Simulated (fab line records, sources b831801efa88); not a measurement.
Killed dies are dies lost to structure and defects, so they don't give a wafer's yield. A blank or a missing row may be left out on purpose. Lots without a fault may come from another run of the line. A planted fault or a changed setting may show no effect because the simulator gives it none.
fab line records | flow gf180mcu
record lots=24 wafers=72 last_day=34
route steps=602 shown STI@25 M2@362 V3@444 V4@478 MIM@514
lots that met no fault: from a run of the same line without faults
start_h: hours from the record's first day to the start of the lot's first wafer shown | wait_h: hours since the lot's step before | " the same as in the row above | L1.1+2: a row that stands for several wafers | - no value, or no start given | * or withheld: withheld | < > ~ a bound
route shown NAME@n: a module of which the file shows steps, and the number in the route of the first | usual: mean/standard deviation of fault-free wafers | same: alike in all rows | chamber/n: place in a boat | sites: the reading at each site | _std_site: their standard deviation | _edge_site: outer sites' mean less inner sites' | radius_mm: how far each site lies from the wafer's centre | mask NAME#n: copy n | behind: the tool/chamber that last shaped the wafer | hold: why the lot was held/for how many hours/how that ended | device: the transistor (n, p or np) that didn't switch | end of line: the same wafers' tests at the end of the route | a step without rows: its recipe alone | killed: dies lost to structure and defects at the first sort, not the wafer's yield | map: a wafer's dies, x killed, . not, _ none there
set.NAME: the setting as run; set.NAME@STEP: as run at that earlier step | model.NAME: the simulator's own value behind a step, which no gauge read
steps of the route over a sample of lots; a table a step, a row a wafer
services: from which hour (start_h, from the record's first day; less than 0 if before it) a tool's chamber was out of use, for how many hours, and why
## steps
# step GF_STI_THK_MEAS_24
# recipe reads=SiO2_of_STI_CVD_23
# usual STI_CVD_23_THK=650/6.7
# columns lot.wafer tool chamber start_h wait_h STI_CVD_23_THK[nm]
L074.3 film_metro-02 - 29.06 0.1 654
L074.5 " - " " 652
L074.6 " - " " 652
L075.1 film_metro-01 - 33.20 0.0 653
L075.2 " - " " 649
L075.5 " - " " 655
L076.1 film_metro-01 - 39.22 0.0 645
L076.2 " - " " 658
L076.5 " - " " 660
L077.1 film_metro-02 - 44.16 0.0 663
L077.3 " - " " 663
L077.5 " - " " 657
L078.2 film_metro-01 - 49.87 0.0 656
L078.3 " - " " 654
L078.5 " - " " 653
L079.1 film_metro-01 - 54.12 0.0 649
L079.3 " - " " 646
L079.6 " - " " 638
L080.2 film_metro-04 - 58.76 0.0 657
L080.5 " - " " 654
L080.6 " - " " 662
L081.2 film_metro-02 - 64.98 0.0 660
L081.4 " - " " 656
L081.6 " - " " 655
L082.1 film_metro-02 - 71.07 0.0 654
L082.3 " - " " 658
L082.6 " - " " 660
L083.2 film_metro-04 - 74.90 0.0 656
L083.3 " - " " 650
L083.6 " - " " 651
L084.4 film_metro-04 - 79.70 0.0 638
L084.5 " - " " 640
L084.6 " - " " 647
L085.1 film_metro-04 - 83.02 0.0 648
L085.3 " - " " 643
L085.4 " - " " 652
L086.1 film_metro-04 - 89.89 0.0 647
L086.2 " - " " 639
L086.3 " - " " 637
L087.1 film_metro-02 - 94.26 0.0 656
L087.3 " - " " 662
L087.6 " - " " 655
L088.4 film_metro-02 - 99.35 0.0 639
L088.5 " - " " 649
L088.6 " - " " 654
L089.3 film_metro-04 - 105.35 0.1 648
L089.4 " - " " 647
L089.6 " - " " 646
L090.2 film_metro-04 - 112.26 0.0 650
L090.3 " - " " 656
L090.6 " - " " 652
L091.3 film_metro-04 - 115.62 0.1 648
L091.5 " - " " 638
L091.6 " - " " 641
L092.3 film_metro-02 - 120.98 0.1 645
L092.4 " - " " 643
L092.6 " - " " 653
L093.1 film_metro-04 - 126.33 0.0 661
L093.5 " - " " 659
L093.6 " - " " 657
L094.1 film_metro-02 - 133.26 0.0 644
L094.2 " - " " 650
L094.4 " - " " 652
L095.1 film_metro-02 - 137.64 0.0 657
L095.4 " - " " 643
L095.5 " - " " 655
L096.2 film_metro-01 - 142.77 0.0 654
L096.4 " - " " 640
L096.5 " - " " 651
L097.1 film_metro-01 - 147.78 0.0 651
L097.2 " - " " 656
L097.3 " - " " 655
# step GF_M2_SPUTTER_00
# recipe material=Ti target_thk_nm=37.5 arriving_ion_energy_ev=80 substrate_temp_c=200 chamber_pressure_pa=2 power_w=4000 time_s=150
# usual throttle_valve_pct=30.2/1
# columns lot.wafer tool chamber start_h wait_h throttle_valve_pct
L074.3 pvd_sputter-01 - 418.66 0.2 30.8
L074.5 " - " " 31.6
L074.6 " - " " 30.5
L075.1 pvd_sputter-02 - 422.44 0.2 29.4
L075.2 " - " " 31.6
L075.5 " - " " 29.3
L076.1 pvd_sputter-04 - 435.26 0.1 28.2
L076.2 " - " " 28.9
L076.5 " - " " 28.7
L077.1 pvd_sputter-01 - 440.21 0.2 29.2
L077.3 " - " " 31.5
L077.5 " - " " 29.3
L078.2 pvd_sputter-02 - 448.67 0.2 29.5
L078.3 " - " " 31.7
L078.5 " - " " 29.7
L079.1 pvd_sputter-01 - 458.92 0.1 31.1
L079.3 " - " " 29.1
L079.6 " - " " 29.5
L080.2 pvd_sputter-02 - 468.51 0.1 29.5
L080.5 " - " " 30.1
L080.6 " - " " 29.6
L081.2 pvd_sputter-01 - 482.27 0.1 30.9
L081.4 " - " " 31.6
L081.6 " - " " 31.5
L082.1 pvd_sputter-04 - 493.76 0.2 30.1
L082.3 " - " " 28.4
L082.6 " - " " 29.0
L083.2 pvd_sputter-02 - 499.04 0.1 29.0
L083.3 " - " " 29.7
L083.6 " - " " 29.5
L084.4 pvd_sputter-01 - 505.16 0.2 31.6
L084.5 " - " " 31.7
L084.6 " - " " 29.3
L085.1 pvd_sputter-04 - 516.44 0.2 28.5
L085.3 " - " " 28.9
L085.4 " - " " 30.0
L086.1 pvd_sputter-01 - 525.28 0.1 29.4
L086.2 " - " " 31.7
L086.3 " - " " 30.5
L087.1 pvd_sputter-01 - 529.63 0.1 31.3
L087.3 " - " " 29.3
L087.6 " - " " 31.2
L088.4 pvd_sputter-01 - 542.93 0.1 30.5
L088.5 " - " " 30.5
L088.6 " - " " 31.5
L089.3 pvd_sputter-02 - 549.89 0.2 29.4
L089.4 " - " " 29.8
L089.6 " - " " 29.8
L090.2 pvd_sputter-01 - 559.54 0.1 29.4
L090.3 " - " " 31.5
L090.6 " - " " 29.1
L091.3 pvd_sputter-01 - 563.61 0.2 31.7
L091.5 " - " " 31.6
L091.6 " - " " 29.7
L092.3 pvd_sputter-01 - 569.97 0.1 28.9
L092.4 " - " " 31.8
L092.6 " - " " 31.2
L093.1 pvd_sputter-01 - 575.01 0.1 31.0
L093.5 " - " " 29.4
L093.6 " - " " 31.7
L094.1 pvd_sputter-02 - 584.66 0.1 31.6
L094.2 " - " " 29.4
L094.4 " - " " 29.0
L095.1 pvd_sputter-01 - 590.13 0.1 31.1
L095.4 " - " " 29.5
L095.5 " - " " 29.1
L096.2 pvd_sputter-01 - 599.82 0.1 30.8
L096.4 " - " " 31.6
L096.5 " - " " 31.3
L097.1 pvd_sputter-01 - 604.55 0.1 31.7
L097.2 " - " " 31.0
L097.3 " - " " 30.8
# step GF_V3_OVL_MEAS_15
# usual V3_OVL=2/4.7
# columns lot.wafer tool chamber start_h wait_h V3_OVL[nm]
L074.3 overlay-01 - 519.15 0.1 7
L074.5 " - " " 9
L074.6 " - " " 8
L075.1 overlay-01 - 522.32 0.1 -5
L075.2 " - " " 1
L075.5 " - " " -3
L076.1 overlay-02 - 534.37 0.1 6
L076.2 " - " " 6
L076.5 " - " " 12
L077.1 overlay-02 - 540.02 0.1 -1
L077.3 " - " " 5
L077.5 " - " " 5
L078.2 overlay-02 - 546.68 0.1 5
L078.3 " - " " 3
L078.5 " - " " 1
L079.1 overlay-01 - 557.47 0.1 -6
L079.3 " - " " 0
L079.6 " - " " -3
L080.2 overlay-02 - 566.87 0.1 3
L080.5 " - " " 4
L080.6 " - " " -1
L081.2 overlay-02 - 577.57 0.1 2
L081.4 " - " " 2
L081.6 " - " " 10
L082.1 overlay-02 - 590.82 0.1 1
L082.3 " - " " 6
L082.6 " - " " 13
L083.2 overlay-01 - 592.59 0.1 -1
L083.3 " - " " -6
L083.6 " - " " -1
L084.4 overlay-01 - 599.19 0.1 0
L084.5 " - " " 7
L084.6 " - " " -1
L085.1 overlay-01 - 609.34 0.1 3
L085.3 " - " " -1
L085.4 " - " " 3
L086.1 overlay-02 - 617.72 0.1 8
L086.2 " - " " -3
L086.3 " - " " 5
L087.1 overlay-02 - 620.09 0.1 0
L087.3 " - " " 0
L087.6 " - " " 5
L088.4 overlay-02 - 633.34 0.1 3
L088.5 " - " " 7
L088.6 " - " " -1
L089.3 overlay-02 - 639.10 0.1 9
L089.4 " - " " 7
L089.6 " - " " 6
L090.2 overlay-02 - 647.79 0.1 4
L090.3 " - " " 3
L090.6 " - " " 4
L091.3 overlay-02 - 650.10 0.1 -4
L091.5 " - " " 1
L091.6 " - " " 3
L092.3 overlay-02 - 657.18 0.1 7
L092.4 " - " " 8
L092.6 " - " " 8
L093.1 overlay-02 - 661.84 0.1 -4
L093.5 " - " " 7
L093.6 " - " " -1
L094.1 overlay-02 - 669.99 0.1 8
L094.2 " - " " -2
L094.4 " - " " 9
L095.1 overlay-02 - 676.47 0.1 -9
L095.4 " - " " -5
L095.5 " - " " -10
L096.2 overlay-01 - 684.73 0.1 -5
L096.4 " - " " 3
L096.5 " - " " 5
L097.1 overlay-02 - 688.39 0.1 -4
L097.2 " - " " 3
L097.3 " - " " 3
# step GF_V4_CVD_02
# recipe material=SiO2 target_thk_nm=850 precursor=TEOS temp_c=400 time_s=94.851 rf_w=600
# usual heater_power_w=665/100 susceptor_temp_C=399.99/0.23
# columns lot.wafer tool chamber start_h wait_h heater_power_w susceptor_temp_C
L074.3 pecvd-04 1 544.18 0.0 762 399.51
L074.5 " 2 " " 665 400.26
L074.6 " 1 " " 823 399.69
L075.1 pecvd-04 1 547.80 0.1 809 400.00
L075.2 " 0 " " 665 400.09
L075.5 " 1 " " 665 399.67
L076.1 pecvd-03 0 559.31 0.1 474 399.41
L076.2 " 2 " " 657 400.01
L076.5 " 2 " " 542 400.12
L077.1 pecvd-01 0 565.33 0.1 692 399.97
L077.3 " 1 " " 785 399.96
L077.5 " 1 " " 822 399.98
L078.2 pecvd-04 0 571.22 0.0 548 400.04
L078.3 " 1 " " 783 399.91
L078.5 " 2 " " 616 399.79
L079.1 pecvd-01 2 582.23 0.1 673 399.81
L079.3 " 2 " " 558 399.84
L079.6 " 2 " " 628 399.53
L080.2 pecvd-03 0 591.04 0.0 521 399.93
L080.5 " 2 " " 535 399.93
L080.6 " 0 " " 536 399.78
L081.2 pecvd-04 2 600.42 0.0 576 400.25
L081.4 " 0 " " 618 400.14
L081.6 " 2 " " 638 400.09
L082.1 pecvd-01 2 613.80 0.1 593 399.92
L082.3 " 0 " " 724 400.19
L082.6 " 1 " " 816 400.27
L083.2 pecvd-03 1 616.46 0.0 765 400.29
L083.3 " 0 " " 578 400.29
L083.6 " 0 " " 457 399.68
L084.4 pecvd-03 0 622.88 0.1 451 399.56
L084.5 " 1 " " 792 400.12
L084.6 " 2 " " 658 399.88
L085.1 pecvd-01 0 632.69 0.1 753 400.27
L085.3 " 1 " " 784 400.42
L085.4 " 0 " " 795 399.90
L086.1 pecvd-03 2 640.62 0.1 668 399.97
L086.2 " 1 " " 646 399.80
L086.3 " 0 " " 516 400.12
L087.1 pecvd-04 0 642.53 0.1 538 399.82
L087.3 " 1 " " 761 400.17
L087.6 " 1 " " 809 400.12
L088.4 pecvd-04 1 656.02 0.1 638 400.03
L088.5 " 2 " " 543 400.15
L088.6 " 0 " " 636 400.44
L089.3 pecvd-04 1 661.51 0.0 748 399.89
L089.4 " 0 " " 528 399.91
L089.6 " 1 " " 817 400.25
L090.2 pecvd-01 2 670.10 0.0 678 399.79
L090.3 " 0 " " 727 400.38
L090.6 " 1 " " 777 399.90
L091.3 pecvd-01 2 672.49 0.0 674 399.90
L091.5 " 1 " " 886 400.14
L091.6 " 2 " " 566 400.01
L092.3 pecvd-01 0 679.49 0.0 713 399.71
L092.4 " 1 " " 720 400.27
L092.6 " 0 " " 756 399.81
L093.1 pecvd-03 2 684.03 0.1 596 400.20
L093.5 " 1 " " 705 399.82
L093.6 " 2 " " 634 399.79
L094.1 pecvd-03 0 691.63 0.1 549 400.00
L094.2 " 2 " " 610 400.05
L094.4 " 2 " " 647 399.87
L095.1 pecvd-04 2 698.24 0.1 609 400.37
L095.4 " 2 " " 653 399.97
L095.5 " 1 " " 647 399.88
L096.2 pecvd-04 0 705.70 0.0 662 400.23
L096.4 " 2 " " 658 399.89
L096.5 " 1 " " 801 400.43
L097.1 pecvd-01 1 709.35 0.1 828 400.26
L097.2 " 0 " " 767 400.20
L097.3 " 2 " " 615 399.76
# step GF_V4_CMP_04
# recipe material=SiO2 down_force_psi=4 platen_rpm=60 pad_velocity_m_s=0.94248
# usual edge_zone_pressure_frac=1.000/0.0049 motor_current_A=12.4/1.1 retaining_ring_pressure_frac=1.000/0.0047 time_to_endpoint_s=80/5.1
# columns lot.wafer tool chamber start_h wait_h edge_zone_pressure_frac motor_current_A retaining_ring_pressure_frac time_to_endpoint_s
L074.3 cmp-01 1 544.36 0.1 0.996 13.5 1.003 75
L074.5 " 0 " " 0.996 14.0 0.999 81
L074.6 " 1 " " 0.993 13.8 1.006 74
L075.1 cmp-02 2 547.98 0.1 1.000 12.2 1.013 80
L075.2 " 3 " " 1.001 10.2 0.995 81
L075.5 " 2 " " 0.999 12.1 1.002 84
L076.2 cmp-01 2 559.44 0.0 1.007 13.7 1.007 75
L076.1 " 3 " " 0.996 13.0 0.992 71
L076.5 " 2 " " 1.003 12.9 1.009 79
L077.3 cmp-01 2 565.46 0.0 1.003 12.7 1.000 77
L077.1 " 3 " " 0.993 12.5 1.001 75
L077.5 " 2 " " 0.998 12.8 0.999 80
L078.2 cmp-01 1 571.35 0.0 0.991 14.4 0.999 72
L078.3 " 2 " " 1.006 12.7 1.002 75
L078.5 " 1 " " 1.000 14.4 0.996 77
L079.1 cmp-01 0 582.40 0.1 1.010 12.7 0.998 79
L079.3 " 1 " " 1.000 13.6 1.000 79
L079.6 " 1 " " 1.003 14.1 1.006 80
L080.2 cmp-02 0 591.22 0.1 1.004 10.7 0.995 82
L080.6 " 3 " " 1.003 10.7 0.996 87
L080.5 " 0 " " 1.000 10.8 1.000 84
L081.4 cmp-02 1 600.55 0.0 0.997 12.6 1.000 81
L081.2 " 3 " " 1.003 11.0 1.002 77
L081.6 " 1 " " 1.003 12.7 0.996 77
L082.3 cmp-02 3 614.03 0.1 1.001 10.8 0.996 73
L082.1 " 0 " " 0.992 10.7 1.003 77
L082.6 " 2 " " 0.991 11.6 0.998 81
L083.3 cmp-02 3 616.64 0.1 0.998 11.0 1.001 74
L083.2 " 1 " " 1.010 12.7 1.009 72
L083.6 " 3 " " 0.997 10.7 0.999 80
L084.4 cmp-02 0 623.02 0.1 1.002 11.3 1.002 78
L084.5 " 3 " " 0.999 10.7 1.004 80
L084.6 " 0 " " 0.996 11.1 0.992 78
L085.4 cmp-02 2 632.82 0.0 1.004 12.3 0.999 76
L085.1 " 3 " " 0.998 10.8 1.002 73
L085.3 " 1 " " 1.011 12.4 0.992 73
L086.1 cmp-01 3 640.75 0.1 0.994 12.2 0.996 79
L086.2 " 0 " " 0.999 13.4 0.994 87
L086.3 " 2 " " 1.005 13.3 1.000 86
L087.1 cmp-02 0 642.66 0.1 0.996 10.5 0.997 74
L087.3 " 3 " " 1.004 10.4 0.998 74
L087.6 " 1 " " 1.009 12.8 0.998 79
L088.4 cmp-01 2 656.29 0.2 0.998 13.4 1.004 85
L088.5 " 3 " " 0.995 12.2 0.999 81
L088.6 " 0 " " 0.998 13.2 1.000 82
L089.4 cmp-01 1 661.64 0.0 1.000 13.5 1.004 88
L089.3 " 3 " " 0.995 12.3 1.000 75
L089.6 " 1 " " 0.998 14.4 0.998 82
L090.3 cmp-02 3 670.28 0.1 1.005 10.7 1.003 77
L090.2 " 1 " " 0.996 11.3 1.007 75
L090.6 " 3 " " 1.000 10.5 1.009 74
L091.3 cmp-01 2 672.77 0.2 1.008 13.2 0.996 78
L091.6 " 3 " " 1.002 11.9 0.997 84
L091.5 " 0 " " 0.996 13.6 1.002 89
L092.3 cmp-01 1 679.62 0.0 1.004 13.8 1.012 83
L092.4 " 0 " " 1.002 13.0 1.003 90
L092.6 " 1 " " 0.999 14.2 1.001 90
L093.1 cmp-01 2 684.16 0.1 1.003 12.9 0.994 82
L093.5 " 2 " " 1.006 12.2 0.996 90
L093.6 " 3 " " 0.994 12.9 0.998 85
L094.4 cmp-01 1 691.81 0.1 1.004 14.4 0.995 95
L094.1 " 2 " " 0.995 13.2 1.005 81
L094.2 " 3 " " 1.000 12.8 0.999 84
L095.4 cmp-02 0 698.42 0.1 0.999 11.1 1.006 87
L095.1 " 2 " " 1.007 11.6 1.004 80
L095.5 " 0 " " 1.003 10.6 0.998 86
L096.4 cmp-02 1 705.88 0.1 1.000 12.4 1.003 81
L096.2 " 2 " " 1.002 11.8 1.003 81
L096.5 " 0 " " 0.999 11.2 1.008 85
L097.3 cmp-02 2 709.53 0.1 1.008 12.1 1.007 72
L097.1 " 3 " " 1.003 10.8 0.997 75
L097.2 " 0 " " 1.003 10.3 1.004 75
# step GF_MIM_THK_MEAS_11
# recipe thk_meas_gauge=xrf reads=AlCu_of_MIM_SPUTTER_08
# usual MIM_ALCU_THK=199.8/2
# columns lot.wafer tool chamber start_h wait_h MIM_ALCU_THK[nm]
L074.3 film_metro-01 - 569.49 0.1 198.1
L074.5 " - " " 200.4
L074.6 " - " " 201.1
L075.1 film_metro-04 - 571.98 0.1 196.2
L075.2 " - " " 197.1
L075.5 " - " " 195.1
L076.1 film_metro-04 - 583.81 0.1 199.5
L076.2 " - " " 201.6
L076.5 " - " " 202.2
L077.1 film_metro-04 - 589.20 0.1 201.9
L077.3 " - " " 203.1
L077.5 " - " " 202.3
L078.2 film_metro-04 - 595.65 0.1 202.4
L078.3 " - " " 201.6
L078.5 " - " " 202.3
L079.1 film_metro-03 - 606.09 0.1 198.8
L079.3 " - " " 197.5
L079.6 " - " " 199.8
L080.2 film_metro-04 - 614.59 0.1 200.7
L080.5 " - " " 198.8
L080.6 " - " " 203.8
L081.2 film_metro-03 - 623.66 0.1 197.5
L081.4 " - " " 197.0
L081.6 " - " " 195.8
L082.1 film_metro-01 - 637.16 0.1 197.1
L082.3 " - " " 196.8
L082.6 " - " " 198.2
L083.2 film_metro-03 - 639.71 0.1 199.4
L083.3 " - " " 200.5
L083.6 " - " " 200.2
L084.4 film_metro-04 - 645.56 0.1 201.3
L084.5 " - " " 198.6
L084.6 " - " " 199.3
L085.1 film_metro-01 - 655.65 0.1 198.6
L085.3 " - " " 198.9
L085.4 " - " " 195.5
L086.1 film_metro-04 - 662.79 0.1 201.3
L086.2 " - " " 199.3
L086.3 " - " " 199.9
L087.1 film_metro-03 - 664.94 0.1 199.4
L087.3 " - " " 198.6
L087.6 " - " " 199.2
L088.4 film_metro-04 - 678.42 0.1 203.8
L088.5 " - " " 201.8
L088.6 " - " " 204.7
L089.3 film_metro-04 - 683.46 0.1 201.9
L089.4 " - " " 200.8
L089.6 " - " " 202.3
L090.2 film_metro-03 - 691.55 0.1 202.1
L090.3 " - " " 199.1
L090.6 " - " " 201.7
L091.3 film_metro-01 - 694.31 0.1 197.8
L091.5 " - " " 197.5
L091.6 " - " " 199.1
L092.3 film_metro-03 - 700.67 0.1 199.6
L092.4 " - " " 200.1
L092.6 " - " " 197.8
L093.1 film_metro-01 - 705.00 0.1 199.6
L093.5 " - " " 200.9
L093.6 " - " " 201.3
L094.1 film_metro-03 - 712.93 0.1 198.6
L094.2 " - " " 198.9
L094.4 " - " " 199.5
L095.1 film_metro-01 - 718.89 0.1 198.0
L095.4 " - " " 198.6
L095.5 " - " " 199.2
L096.2 film_metro-03 - 725.90 0.1 201.0
L096.4 " - " " 199.6
L096.5 " - " " 200.4
L097.1 film_metro-04 - 730.24 0.1 197.9
L097.2 " - " " 201.2
L097.3 " - " " 198.8
## services
# columns tool chamber start_h hours kind
pecvd-01 0 394.68 4.7 repair
cmp-01 - 407.59 4.0 pm
cmp-02 - 410.84 1.5 repair
cmp-02 - 417.47 4.0 pm
cmp-01 - 422.86 3.9 pm
pvd_sputter-01 - 423.79 14.8 repair
cmp-01 - 442.48 1.3 repair
pvd_sputter-01 - 459.41 4.9 repair
cmp-01 - 461.97 1.0 repair
cmp-02 - 462.49 6.4 repair
pecvd-04 2 468.91 4.7 repair
pvd_sputter-01 - 514.62 1.9 repair
cmp-02 - 521.10 0.5 repair
pecvd-04 2 563.13 5.3 repair
cmp-02 - 572.05 4.0 pm
cmp-02 - 580.58 2.2 repair
cmp-01 - 586.34 1.1 repair
pvd_sputter-01 - 596.98 2.5 repair
cmp-02 - 604.88 1.7 repair
cmp-01 - 615.24 0.3 repair
cmp-02 - 619.04 0.2 repair
cmp-01 - 688.55 0.9 repair
cmp-02 - 692.12 4.8 repair
cmp-01 - 697.08 12.8 pm
## key
fault none
